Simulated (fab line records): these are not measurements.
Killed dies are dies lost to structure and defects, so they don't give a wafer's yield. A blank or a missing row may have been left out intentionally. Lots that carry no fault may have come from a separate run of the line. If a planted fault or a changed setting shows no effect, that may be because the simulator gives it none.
fab line records    flow sky130
[record] lots = 11  wafers = 33  last_day = 50
route steps=708 shown LDD_HVN@274 LDD_HVP@285 POLY_CUT@315 LI_CONTACT@383
lots untouched by any fault: they come from a run of this same line in which no faults occurred
start_h: the number of hours between the record's first day and the start of the first shown wafer of the lot    wait_h: how many hours have passed since the lot's step before this one    " same as the row above    L1.1+2: a row that stands for several wafers    - no value, or no start was given    * or withheld: withheld    < > ~ a bound
route shown NAME@n: NAME is a module with steps in the file, n the number in the route of the first one    usual: mean/standard deviation taken from wafers without a fault    same: alike in all rows    chamber/n: place in a boat    sites: per-site readings    _std_site: standard deviation across them    _edge_site: inner sites' mean taken away from outer sites' mean    radius_mm: for every site, how far away it sits from the centre of the wafer    mask NAME#n: copy n    behind: tool/chamber where the wafer was last shaped    hold: cause of the lot's hold/its duration in hours/its outcome    device: transistor that didn't switch, given as n, p or np    end of line: the tests these same wafers got at the end of their route    for a step that has no rows: nothing shown but its recipe    killed: not the wafer's yield, but the dies lost to structure and defects at the first sort    map: dies across one wafer; x = killed, . = not, _ = none there
set.NAME: the setting the step ran with; set.NAME@STEP: the setting that earlier step ran with    model.NAME: the simulator's own value behind a step, which no gauge read
the route's steps for a sample of lots (tables are steps, rows are wafers)
services: a tool's chamber out of use, with start hour (start_h, from the record's first day; less than 0 if before it), hours out, and reason
[[steps]]
[step SKY_LDD_HVN_OVL_MEAS_07]
[usual] LDD_HVN_OVL = -0.1/1.5
lot.wafer  tool        chamber  start_h  wait_h  LDD_HVN_OVL[nm]
L595.1     overlay-02  -        460.66   0.1     -0.2
L595.2     "           -        "        "       -2.2
L595.5     "           -        "        "       -0.8
L600.2     overlay-01  -        516.39   0.1     1.2
L600.4     "           -        "        "       -0.7
L600.5     "           -        "        "       -0.4
L599.3     overlay-01  -        517.00   0.1     2.5
L599.4     "           -        "        "       1.8
L599.6     "           -        "        "       1.2
L602.3     overlay-01  -        535.30   0.1     1.9
L602.5     "           -        "        "       2.3
L602.6     "           -        "        "       -0.1
L604.1     overlay-01  -        538.04   0.1     -2.4
L604.5     "           -        "        "       0.8
L604.6     "           -        "        "       -0.6
L605.1     overlay-01  -        553.26   0.1     1.1
L605.3     "           -        "        "       0.5
L605.5     "           -        "        "       0.1
L606.1     overlay-02  -        564.96   0.1     -1.6
L606.3     "           -        "        "       -0.5
L606.4     "           -        "        "       -2.8
L607.1     overlay-02  -        570.39   0.1     -1.6
L607.2     "           -        "        "       -1.2
L607.6     "           -        "        "       -0.2
L612.2     overlay-01  -        632.99   0.1     0.6
L612.4     "           -        "        "       1.3
L612.5     "           -        "        "       2.4
L615.2     overlay-01  -        639.39   0.1     -0.3
L615.3     "           -        "        "       -1.4
L615.5     "           -        "        "       -1.4
L618.1     overlay-02  -        655.04   0.1     -1.7
L618.2     "           -        "        "       -0.1
L618.4     "           -        "        "       -0.9
[step SKY_LDD_HVP_OVL_MEAS_07]
[usual] LDD_HVP_OVL = 0.2/1.5
lot.wafer  tool        chamber  start_h  wait_h  LDD_HVP_OVL[nm]
L595.1     overlay-02  -        490.55   0.1     -0.4
L595.2     "           -        "        "       -2.4
L595.5     "           -        "        "       0.9
L600.2     overlay-02  -        546.67   0.1     2.1
L600.4     "           -        "        "       2.6
L600.5     "           -        "        "       0.9
L599.3     overlay-02  -        547.57   0.1     -0.5
L599.4     "           -        "        "       -0.9
L599.6     "           -        "        "       0.0
L602.3     overlay-01  -        565.25   0.1     1.3
L602.5     "           -        "        "       1.0
L602.6     "           -        "        "       0.4
L604.1     overlay-02  -        567.86   0.1     -2.2
L604.5     "           -        "        "       -1.9
L604.6     "           -        "        "       -2.1
L605.1     overlay-01  -        582.96   0.1     -0.5
L605.3     "           -        "        "       -0.1
L605.5     "           -        "        "       -0.5
L606.1     overlay-01  -        594.01   0.1     -0.2
L606.3     "           -        "        "       -0.8
L606.4     "           -        "        "       1.0
L607.1     overlay-02  -        599.24   0.1     1.6
L607.2     "           -        "        "       2.7
L607.6     "           -        "        "       -0.3
L612.2     overlay-01  -        661.54   0.1     1.0
L612.4     "           -        "        "       2.4
L612.5     "           -        "        "       2.1
L615.2     overlay-02  -        668.20   0.1     0.1
L615.3     "           -        "        "       0.7
L615.5     "           -        "        "       -1.1
L618.1     overlay-02  -        683.91   0.1     2.0
L618.2     "           -        "        "       -1.9
L618.4     "           -        "        "       -0.7
[step SKY_POLY_CUT_CD_MEAS_08]
[recipe] target_cd_nm = 270
[usual] cd_nm = 270.4/1.6
lot.wafer  tool       chamber  start_h  wait_h  cd_nm
L595.1     cd_sem-02  -        553.19   -       270.6
L595.2     "          -        "        "       270.1
L595.5     "          -        "        "       270.4
L600.2     cd_sem-02  -        607.75   -       269.8
L600.4     "          -        "        "       270.1
L600.5     "          -        "        "       270.4
L599.3     cd_sem-01  -        609.33   -       268.5
L599.4     "          -        "        "       269.0
L599.6     "          -        "        "       269.8
L602.3     cd_sem-02  -        625.97   -       271.2
L602.5     "          -        "        "       270.7
L602.6     "          -        "        "       272.1
L604.1     cd_sem-02  -        628.53   -       270.5
L604.5     "          -        "        "       273.6
L604.6     "          -        "        "       273.0
L605.1     cd_sem-02  -        643.15   -       269.5
L605.3     "          -        "        "       270.7
L605.5     "          -        "        "       269.4
L606.1     cd_sem-02  -        654.14   -       271.1
L606.3     "          -        "        "       271.6
L606.4     "          -        "        "       271.4
L607.1     cd_sem-02  -        658.84   -       270.5
L607.2     "          -        "        "       269.7
L607.6     "          -        "        "       270.1
L612.2     cd_sem-02  -        720.80   -       268.3
L612.4     "          -        "        "       270.3
L612.5     "          -        "        "       269.5
L615.2     cd_sem-01  -        726.16   -       272.4
L615.3     "          -        "        "       271.9
L615.5     "          -        "        "       272.4
L618.1     cd_sem-01  -        741.88   -       269.7
L618.2     "          -        "        "       268.5
L618.4     "          -        "        "       269.2
[step SKY_LI_CONTACT_CVD_21]
[recipe] material = W  target_thk_nm = 400  time_s = 120.56  temp_c = 400  pressure_torr = 40
[usual] heater_power_w = 880/39  susceptor_temp_C = 399.98/0.26
lot.wafer  tool      chamber  start_h  wait_h  heater_power_w  susceptor_temp_C
L595.1     cvd_w-01  1        672.30   0.0     891             399.92
L595.2     "         0        "        "       900             400.36
L595.5     "         1        "        "       891             400.17
L600.2     cvd_w-01  1        724.16   0.0     853             400.25
L600.4     "         1        "        "       876             400.60
L600.5     "         1        "        "       881             400.36
L599.3     cvd_w-02  0        725.77   0.1     803             400.42
L599.4     "         1        "        "       872             400.41
L599.6     "         1        "        "       895             400.22
L602.3     cvd_w-01  0        742.29   0.1     907             400.17
L602.5     "         1        "        "       874             400.12
L602.6     "         0        "        "       944             400.16
L604.1     cvd_w-02  1        744.36   0.0     916             399.91
L604.5     "         1        "        "       928             400.23
L604.6     "         0        "        "       812             399.94
L605.1     cvd_w-01  1        757.71   0.0     877             400.08
L605.3     "         1        "        "       880             400.08
L605.5     "         0        "        "       940             399.94
L606.1     cvd_w-01  0        767.95   0.0     916             400.30
L606.3     "         1        "        "       870             400.03
L606.4     "         0        "        "       913             400.05
L607.1     cvd_w-02  0        773.50   0.0     804             399.23
L607.2     "         1        "        "       913             400.10
L607.6     "         1        "        "       905             399.50
L612.2     cvd_w-02  1        831.07   0.0     895             400.03
L612.4     "         1        "        "       909             400.04
L612.5     "         0        "        "       860             406.26
L615.2     cvd_w-02  0        834.45   0.0     839             406.11
L615.3     "         0        "        "       853             406.20
L615.5     "         1        "        "       906             400.12
L618.1     cvd_w-01  1        852.82   0.0     906             400.15
L618.2     "         0        "        "       920             400.29
L618.4     "         0        "        "       898             400.26
[step SKY_LI_CONTACT_RS_MEAS_22]
[recipe] thk_meas_gauge = four-point-probe  reads = W_of_LI_CONTACT_CVD_21+TiN_of_LI_CONTACT_SPUTTER_20+Ti_of_LI_CONTACT_SPUTTER_19
[usual] LI_CONTACT_W_RS = 0.285/0.004
lot.wafer  tool           chamber  start_h  wait_h  LI_CONTACT_W_RS[ohm/sq]
L595.1     film_metro-02  -        672.42   0.1     0.283
L595.2     "              -        "        "       0.287
L595.5     "              -        "        "       0.288
L600.2     film_metro-01  -        724.31   0.1     0.289
L600.4     "              -        "        "       0.285
L600.5     "              -        "        "       0.284
L599.3     film_metro-02  -        725.89   0.1     0.289
L599.4     "              -        "        "       0.279
L599.6     "              -        "        "       0.280
L602.3     film_metro-01  -        742.42   0.1     0.280
L602.5     "              -        "        "       0.285
L602.6     "              -        "        "       0.284
L604.1     film_metro-01  -        744.49   0.1     0.278
L604.5     "              -        "        "       0.280
L604.6     "              -        "        "       0.286
L605.1     film_metro-02  -        757.84   0.1     0.287
L605.3     "              -        "        "       0.288
L605.5     "              -        "        "       0.285
L606.1     film_metro-04  -        768.08   0.1     0.286
L606.3     "              -        "        "       0.284
L606.4     "              -        "        "       0.284
L607.1     film_metro-04  -        773.63   0.1     0.294
L607.2     "              -        "        "       0.282
L607.6     "              -        "        "       0.281
L612.2     film_metro-01  -        831.21   0.1     0.280
L612.4     "              -        "        "       0.279
L612.5     "              -        "        "       0.256
L615.2     film_metro-04  -        834.59   0.1     0.256
L615.3     "              -        "        "       0.257
L615.5     "              -        "        "       0.278
L618.1     film_metro-02  -        852.95   0.1     0.279
L618.2     "              -        "        "       0.283
L618.4     "              -        "        "       0.283
[step SKY_LI_CONTACT_THK_MEAS_23]
[recipe] thk_meas_gauge = xrf  reads = W_of_LI_CONTACT_CVD_21
[usual] LI_CONTACT_W_THK = 395/7.2
lot.wafer  tool           chamber  start_h  wait_h  LI_CONTACT_W_THK[nm]
L595.1     film_metro-02  -        672.54   0.1     401
L595.2     "              -        "        "       393
L595.5     "              -        "        "       397
L600.2     film_metro-01  -        724.42   0.1     382
L600.4     "              -        "        "       388
L600.5     "              -        "        "       392
L599.3     film_metro-02  -        725.99   0.1     392
L599.4     "              -        "        "       409
L599.6     "              -        "        "       404
L602.3     film_metro-01  -        742.52   0.1     394
L602.5     "              -        "        "       390
L602.6     "              -        "        "       391
L604.1     film_metro-01  -        744.61   0.1     396
L604.5     "              -        "        "       388
L604.6     "              -        "        "       380
L605.1     film_metro-02  -        757.96   0.1     394
L605.3     "              -        "        "       393
L605.5     "              -        "        "       400
L606.1     film_metro-04  -        768.20   0.1     394
L606.3     "              -        "        "       398
L606.4     "              -        "        "       394
L607.1     film_metro-04  -        773.75   0.1     385
L607.2     "              -        "        "       401
L607.6     "              -        "        "       400
L612.2     film_metro-01  -        831.32   0.1     393
L612.4     "              -        "        "       394
L612.5     "              -        "        "       431
L615.2     film_metro-04  -        834.70   0.1     444
L615.3     "              -        "        "       442
L615.5     "              -        "        "       409
L618.1     film_metro-02  -        853.07   0.1     405
L618.2     "              -        "        "       399
L618.4     "              -        "        "       399
[step SKY_LI_CONTACT_CMP_24]
[recipe] stop_on = PSG  t_overpolish_s = 20  down_force_psi = 3.5  platen_rpm = 60  target_thk_nm = 0  pad_velocity_m_s = 0.94248
[usual] edge_zone_pressure_frac = 0.999/0.005  motor_current_A = 10.5/0.87  slurry_flow_ml_min = 149.9/0.53  time_to_endpoint_s = 96/4.2
lot.wafer  tool    chamber  start_h  wait_h  edge_zone_pressure_frac  motor_current_A  slurry_flow_ml_min  time_to_endpoint_s
L595.2     cmp-02  1        672.60   0.0     1.001                    10.5             150.8               98
L595.1     "       3        "        "       1.002                    10.2             150.8               104
L595.5     "       1        "        "       1.004                    10.3             150.6               96
L600.2     cmp-02  3        724.47   0.0     0.997                    11.3             149.9               101
L600.4     "       1        "        "       1.002                    10.5             149.0               100
L600.5     "       3        "        "       0.996                    10.7             150.6               102
L599.4     cmp-02  1        726.03   0.0     0.998                    10.1             149.3               98
L599.3     "       2        "        "       1.002                    8.6              149.4               94
L599.6     "       1        "        "       0.992                    10.4             150.0               96
L602.3     cmp-02  0        742.66   0.1     1.003                    9.8              149.8               97
L602.6     "       2        "        "       0.994                    9.1              149.5               97
L602.5     "       3        "        "       1.001                    11.0             150.0               97
L604.1     cmp-01  1        744.84   0.2     0.996                    10.5             150.4               96
L604.5     "       2        "        "       1.000                    11.5             150.3               92
L604.6     "       3        "        "       0.995                    11.5             150.8               95
L605.3     cmp-01  0        758.07   0.1     1.002                    11.7             150.0               92
L605.1     "       1        "        "       0.998                    10.0             150.5               93
L605.5     "       0        "        "       1.006                    11.3             150.6               97
L606.4     cmp-01  2        768.26   0.0     1.006                    11.5             149.8               90
L606.1     "       3        "        "       1.003                    11.2             149.6               93
L606.3     "       0        "        "       1.003                    10.7             149.8               93
L607.2     cmp-01  2        773.81   0.0     0.999                    11.8             149.4               88
L607.1     "       1        "        "       0.988                    10.0             149.8               86
L607.6     "       2        "        "       0.989                    11.9             148.3               90
L612.2     cmp-02  3        831.37   0.0     0.998                    10.4             149.9               103
L612.4     "       0        "        "       1.009                    9.8              149.4               98
L612.5     "       0        "        "       1.000                    9.9              149.2               110
L615.3     cmp-02  0        834.75   0.0     0.994                    9.7              150.7               109
L615.2     "       3        "        "       1.009                    11.0             149.3               111
L615.5     "       1        "        "       0.990                    10.4             150.4               100
L618.1     cmp-02  1        853.18   0.1     1.006                    10.7             150.1               97
L618.4     "       2        "        "       0.992                    8.8              150.1               95
L618.2     "       3        "        "       0.994                    11.0             150.9               98
[[services]]
tool      chamber  start_h  hours  kind
cmp-02    -        652.71   2.4    repair
cmp-02    -        654.71   0.5    repair
cmp-01    -        684.58   8.1    pm
cvd_w-02  -        687.51   2.8    pm
cvd_w-01  -        735.42   2.8    pm
cmp-02    -        744.23   4.0    pm
cvd_w-01  -        746.37   1.7    repair
cmp-02    -        748.23   -      consumable_replace:conditioner
cmp-02    -        748.23   -      consumable_replace:pad
cmp-01    -        758.72   0.5    repair
cvd_w-01  -        780.59   0.9    repair
cmp-01    -        782.97   0.9    repair
cvd_w-01  1        828.44   9.1    repair
[[key]]
[first_sign] step = SKY_LI_CONTACT_CVD_21  reading = susceptor_temp_C  direction = up  sigmas = 24  usual = *  struck = *
[effect] step = SKY_LI_CONTACT_RS_MEAS_22  reading = LI_CONTACT_W_RS  direction = down  sigmas = 7  usual = 0.285  struck = 0.256
[effect] step = SKY_LI_CONTACT_THK_MEAS_23  reading = LI_CONTACT_W_THK  direction = up  sigmas = 6.1  usual = 395  struck = 439
[effect] step = SKY_LI_CONTACT_CMP_24  reading = time_to_endpoint_s  direction = up  sigmas = 3.5  usual = *  struck = *
met_at SKY_LI_CONTACT_CVD_21
struck_lots L612,L615
struck_wafers L612.5,L615.2,L615.3
tester_left_out L612,L615
not_acting_at SKY_LDD_HVN_OVL_MEAS_07,SKY_LDD_HVP_OVL_MEAS_07,SKY_POLY_CUT_CD_MEAS_08
onset_between 773.50 831.07
[fault] kind = process_parameter_drift  tool = cvd_w-02  chamber = 0  onset_h = 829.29  steps = SKY_LI_CONTACT_CVD_21  channel = temp_c  offset = *  shape = step  end_h = 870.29  acts_in = *  stated = *
// tester_left_out: of these lots the tester's yield and bins aren't shown, on N5 and GAA mostly nor the transistor test; their killed dies are dies lost to structure and defects alone, not to doping, threshold or leakage, so they don't give the yield
